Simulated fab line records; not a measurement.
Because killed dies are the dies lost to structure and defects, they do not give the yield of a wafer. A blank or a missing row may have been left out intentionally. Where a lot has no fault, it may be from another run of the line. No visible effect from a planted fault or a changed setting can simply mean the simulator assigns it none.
Which tool was responsible? + flow sky130 + 33 wafers from 11 lots sampled at 5 of the route's 708 steps

## WHAT EACH GAUGE READ, for each wafer
SKY_VIA4_OVL_MEAS_11. Usual: VIA4_OVL gives -0.6 nm (standard deviation 1.5).
| lot  | measured     | on         | VIA4_OVL (nm)  | flag |
|------|--------------|------------|----------------|------|
| L970 | day 43 01:44 | overlay-02 | 1.8 1.2 1.2    |      |
| L971 | day 43 05:10 | overlay-02 | -1.6 1.7 0.6   |      |
| L973 | day 43 16:44 | overlay-02 | 0.8 -0.5 -0.2  |      |
| L980 | day 45 13:37 | overlay-02 | 0.6 0.4 -1.5   |      |
| L983 | day 47 03:34 | overlay-02 | 0.5 1.1 -0.4   |      |
| L984 | day 47 05:10 | overlay-02 | -0.3 -1.9 -3.8 |      |
| L985 | day 47 05:28 | overlay-01 | -0.8 0.7 -0.9  |      |
| L986 | day 47 06:52 | overlay-01 | 0.0 -0.8 -0.4  |      |
| L987 | day 47 07:26 | overlay-01 | -1.2 -1.0 -2.6 |      |
| L989 | day 47 12:10 | overlay-02 | 3.1 2.8 1.2    |      |
| L991 | day 48 05:59 | overlay-01 | -0.6 0.3 0.7   |      |

SKY_METAL5_RS_MEAS_05: measures by four-point-probe. Usual: METAL5_ALCU_RS gives 0.02693 ohm/sq (standard deviation 0.00023).
| lot  | measured     | on            | METAL5_ALCU_RS (ohm/sq) | flag |
|------|--------------|---------------|-------------------------|------|
| L970 | day 43 03:19 | film metro-02 | 0.027 0.02712 0.02697   |      |
| L971 | day 43 06:43 | film metro-04 | 0.02703 0.02719 0.02712 |      |
| L973 | day 43 18:32 | film metro-04 | 0.02702 0.02678 0.02689 |      |
| L980 | day 45 15:20 | film metro-02 | 0.02662 0.02676 0.02671 |      |
| L983 | day 47 05:11 | film metro-03 | 0.02669 0.0269 0.0269   |      |
| L984 | day 47 07:11 | film metro-02 | 0.02728 0.02746 0.02762 |      |
| L985 | day 47 07:19 | film metro-03 | 0.02686 0.02685 0.02691 |      |
| L986 | day 47 08:31 | film metro-02 | 0.02726 0.02696 0.02708 |      |
| L987 | day 47 09:10 | film metro-02 | 0.02662 0.02669 0.0264  |      |
| L989 | day 47 13:44 | film metro-04 | 0.02684 0.02705 0.02681 |      |
| L991 | day 48 07:32 | film metro-03 | 0.02707 0.02684 0.02718 |      |

SKY_PASSIVATION_THK_MEAS_01. Usual: PASSIVATION_CVD_00_THK gives 90.6 nm (standard deviation 1.1).
| lot  | measured     | on            | PASSIVATION_CVD_00_THK (nm)       | flag |
|------|--------------|---------------|-----------------------------------|------|
| L970 | day 44 03:19 | film metro-01 | 90.1 91.3 91.2                    |      |
| L971 | day 44 06:59 | film metro-03 | 89.9 90.9 91.8                    |      |
| L973 | day 44 18:11 | film metro-01 | 91.8 92.1 92.4                    |      |
| L980 | day 46 13:23 | film metro-01 | 117.4 90.8 118.7 117.3 90.8 118.7 | OFF  |
| L983 | day 48 01:04 | film metro-04 | 90.0 118.8 91.5 90.0 118.8 91.5   | OFF  |
| L984 | day 48 02:46 | film metro-04 | 90.7 88.8 91.8                    |      |
| L985 | day 48 03:44 | film metro-01 | 90.9 90.4 91.1                    |      |
| L986 | day 48 04:53 | film metro-03 | 89.8 90.7 91.8                    |      |
| L987 | day 48 05:10 | film metro-01 | 88.6 89.8 92.3                    |      |
| L989 | day 48 09:23 | film metro-03 | 89.2 89.7 90.6                    |      |
| L991 | day 49 02:41 | film metro-04 | 90.0 89.6 90.7                    |      |

## TOOL THAT RAN EACH LOT (tool first, then ch and the chambers of the sampled wafers, then the start)
| lot  | SKY_METAL5_SPUTTER_04        | SKY_PASSIVATION_CVD_00          |
|------|------------------------------|---------------------------------|
| L970 | pvd sputter-02, day 43 03:14 | pecvd-02 ch 0,2, day 44 03:17   |
| L971 | pvd sputter-01, day 43 06:40 | pecvd-03 ch 0,2, day 44 06:58   |
| L973 | pvd sputter-04, day 43 18:28 | pecvd-02 ch 1,2, day 44 18:02   |
| L980 | pvd sputter-04, day 45 15:16 | pecvd-02 ch 0,1, day 46 13:21   |
| L983 | pvd sputter-01, day 47 05:07 | pecvd-02 ch 0,1,2, day 48 01:02 |
| L984 | pvd sputter-02, day 47 07:08 | pecvd-03 ch 0,1,2, day 48 02:45 |
| L985 | pvd sputter-01, day 47 07:14 | pecvd-03 ch 0,1,2, day 48 03:43 |
| L986 | pvd sputter-04, day 47 08:28 | pecvd-03 ch 1,2, day 48 04:52   |
| L987 | pvd sputter-02, day 47 09:05 | pecvd-03 ch 1,2, day 48 05:08   |
| L989 | pvd sputter-02, day 47 13:40 | pecvd-03 ch 1,2, day 48 09:22   |
| L991 | pvd sputter-02, day 48 07:29 | pecvd-03 ch 0,1,2, day 49 02:40 |
- SKY_METAL5_SPUTTER_04: material TiN, target thk 70 nm, time 58.3 s.
- SKY_PASSIVATION_CVD_00: deposits SiO2, target thk 90 nm.

## AS READ BY THE TOOLS THEMSELVES (means over the sampled wafers that have a number; for cases with no such wafer, the mark the record gives instead)
SKY_METAL5_SPUTTER_04. Usual: 29.7 % for throttle valve pct, sd 1.1.
| lot  | tool           | throttle valve pct (%) | flag |
|------|----------------|------------------------|------|
| L970 | pvd sputter-02 | 30.1                   |      |
| L971 | pvd sputter-01 | 30.2                   |      |
| L973 | pvd sputter-04 | 30.7                   |      |
| L980 | pvd sputter-04 | 29.2                   |      |
| L983 | pvd sputter-01 | 29.9                   |      |
| L984 | pvd sputter-02 | 30.1                   |      |
| L985 | pvd sputter-01 | 30.2                   |      |
| L986 | pvd sputter-04 | 29.6                   |      |
| L987 | pvd sputter-02 | 29.0                   |      |
| L989 | pvd sputter-02 | 29.4                   |      |
| L991 | pvd sputter-02 | 28.9                   |      |

SKY_PASSIVATION_CVD_00. Usual: 723 W for heater power w, sd 110.
| lot  | tool     | heater power w (W) | flag |
|------|----------|--------------------|------|
| L970 | pecvd-02 | 598                |      |
| L971 | pecvd-03 | 651                |      |
| L973 | pecvd-02 | 614                |      |
| L980 | pecvd-02 | 704                |      |
| L983 | pecvd-02 | 671                |      |
| L984 | pecvd-03 | 701                |      |
| L985 | pecvd-03 | 712                |      |
| L986 | pecvd-03 | 751                |      |
| L987 | pecvd-03 | 667                |      |
| L989 | pecvd-03 | 654                |      |
| L991 | pecvd-03 | 732                |      |

## THE ANSWER, worked out from the rows above alone
Rule: a lot is off if the mean of its wafers that have a number lies more than 3 standard deviations from the usual mean. A lot without any number at a reading at which 4 lots or more have one is off too. Where the step has rows for the other lots, those lots are counted as sound. After the gauges, taken in route order, come the tools' own readings; for these a lot's mean is taken, as printed above. The first step at which some lot is off is used, and at that step the reading that is off furthest; a lot without a number counts as furthest.
Off: L980, L983, seen at SKY_PASSIVATION_THK_MEAS_01 (PASSIVATION_CVD_00_THK).
If a tool, at a process step before that reading, ran all the lots that are off and no sound lot after the first of them, it fits. The gauges at SKY_PASSIVATION_THK_MEAS_01 are tried like those tools. One fits: SKY_PASSIVATION_CVD_00 on pecvd-02. A fault onset in the window from L973 (day 44 18:02, its last sound lot) to L980 (day 46 13:21, its first lot off) fits.

## WHAT THE SIMULATOR HAD INSERTED
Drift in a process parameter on pecvd-02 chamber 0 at SKY_PASSIVATION_CVD_00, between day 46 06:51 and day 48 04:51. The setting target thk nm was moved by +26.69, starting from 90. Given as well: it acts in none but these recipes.
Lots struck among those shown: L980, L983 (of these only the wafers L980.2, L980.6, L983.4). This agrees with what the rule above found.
